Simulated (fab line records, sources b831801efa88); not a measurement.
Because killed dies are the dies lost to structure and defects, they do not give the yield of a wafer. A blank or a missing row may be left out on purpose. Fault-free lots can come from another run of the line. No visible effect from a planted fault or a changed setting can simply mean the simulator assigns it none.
Struck lot and sound lot, side by side	flow sky130	16 steps out of a route of 708
Sound: wafers L380.1, L380.4, L380.5. Struck: wafers L396.3, L396.5, L396.6. Last of all comes the cause.
Each step with rows lists, per side, the tool, then ch with its chambers, then its first start. Under that, the readings that differ: sound wafers	struck wafers	difference of the means	sigmas: that difference in standard deviations of wafers without a fault.
alike: readings with means less than 2 such deviations apart, plus words and numbers identical on both sides. not compared: withheld readings, readings lacking a value on some wafer, bounds such as >300 that could conceal the same value, and numbers that have no deviation in the record and whose values overlap.
The two part at a step that has a row with sigmas, a row that says differs or no value, or rows on one side only. When numbers do not overlap yet have no deviation, they are printed without sigmas and do not part them. A reading missing from all wafers of one side parts the sides only when that side holds two or more wafers.

first, 3 steps without rows for these wafers: SKY_FIELD_ISO_EXPOSE_10 (exposes mask FOM, target cd 150 nm); SKY_FIELD_ISO_PEB_11; SKY_FIELD_ISO_DEVELOP_12 (develop time 60 s).
SKY_FIELD_ISO_CD_MEAS_13: target cd 150 nm.
  sound on cd sem-02 at day 2 09:22; struck on cd sem-01 at day 5 20:25
  alike: cd nm
SKY_FIELD_ISO_ETCH_14: etches BARC in N2/H2, stops on SiO2, time 45.9 s, target depth 60 nm.
  sound on rie diel-04 ch 0,2,3, day 2 09:29; struck on rie diel-04 ch 1,2,3, day 5 20:29
  alike: drypump motor current A, oes product au, throttle valve pct
  not compared: rf hours counter h
SKY_FIELD_ISO_ETCH_15: etches the open film in CHF3/O2, stops on Si, target depth 180 nm, time 72 s.
  sound on rie diel-04 ch 0,2,3, day 2 09:31; struck on rie diel-04 ch 1,2,3, day 5 20:32
  alike: drypump motor current A, oes product au, throttle valve pct
  not compared: rf hours counter h
SKY_FIELD_ISO_STRIP_16: strips in O2/N2.
  sound on plasma asher-03 ch 0,1, day 2 09:35; struck on plasma asher-01 ch 0,1, day 5 20:38
reading	sound	struck	difference	sigmas
strip time to endpoint s (s)	3.560 3.559 3.556	3.512 3.489 3.510	-0.055	-2
  alike: drypump motor current A, oes product au
  not compared: rf hours counter h
SKY_FIELD_ISO_ETCH_17: etches Si in HBr/Cl2/O2, target depth 342 nm, time 97.7 s.
  sound on rie si-02 ch 0,1,3, day 2 09:41; struck on rie si-02 ch 0,1, day 5 20:41
  alike: drypump motor current A, oes product au, throttle valve pct
  not compared: rf hours counter h
then, 4 steps without rows for these wafers: SKY_FIELD_ISO_WET_ETCH_18 (etches Si3N4 in H3PO4, target depth 25 nm, time 286 s); SKY_FIELD_ISO_CLEAN_19 (cleans in SC1/SC2, time 150 s); SKY_FIELD_ISO_CLEAN_20 (cleans in dHF, time 20 s); SKY_FIELD_ISO_WET_ETCH_21 (etches SiO2 in dHF, target depth 20 nm, time 400 s).
SKY_FIELD_ISO_OXIDATION_22: stabilise 600 s, purge 300 s, target thk 10 nm.
  sound on furnace-01 ch 0, day 2 10:01; struck on furnace-02 ch 0, day 5 21:53
reading	sound	struck	difference	sigmas
ox time s (s)	623 623 623	186.9 186.9 186.9	-436.1	
zone power upper pct (%)	19.0 19.3 19.4	17.8 18.1 17.7	-1.4	-2
model.SiO2_of_FIELD_ISO_OXIDATION_22.thk nm (nm)	9.734 9.75 9.803	4.06 4.041 4.066	-5.71	
SKY_FIELD_ISO_THK_MEAS_23:
  sound on film metro-04 at day 2 11:11; struck on film metro-04 at day 5 23:05
reading	sound	struck	difference	sigmas
FIELD_ISO_OXIDATION_01_THK (nm)	9.72 9.73 9.88	4.02 4.05 4.07	-5.73	-27
then, 1 step without rows for these wafers: SKY_FIELD_ISO_CVD_24 (deposits SiO2, target thk 595 nm, time 99.2 s).
-- a jump in the record: the struck wafers' starts before and after are 44 days apart (it breaks off in module FIELD_ISO and resumes in module PAD_OPEN, where the first step shown is number 708 of the route) --
SKY_PAD_OPEN_PROBE_99:
  sound on prober-01 at day 45 21:14; struck on prober-02 at day 49 14:11
reading	sound	struck	difference	sigmas
model.etest.diode ndiff fingers.leak log10 a cm2	-6.662 -6.643 -6.774	-6.097 -6.407 -6.062	+0.504	
  alike: killed_at_M0_to_M3, killed_at_M4_up, killed at contacts, killed at front end, killed at other, killed dies, killed open, killed short
  not compared: model.etest.diode pdiff fingers.leak log10 a cm2, model.etest.sram nfet pass.off log10 a um, model.etest.nfet_01v8.off log10 a um

WHERE THEY PART
At SKY_FIELD_ISO_STRIP_16 first; at SKY_FIELD_ISO_THK_MEAS_23 last (within this record only). Later steps at which nothing parts them and some readings are alike: SKY_PAD_OPEN_PROBE_99.

WHY: what had been put in by the simulator
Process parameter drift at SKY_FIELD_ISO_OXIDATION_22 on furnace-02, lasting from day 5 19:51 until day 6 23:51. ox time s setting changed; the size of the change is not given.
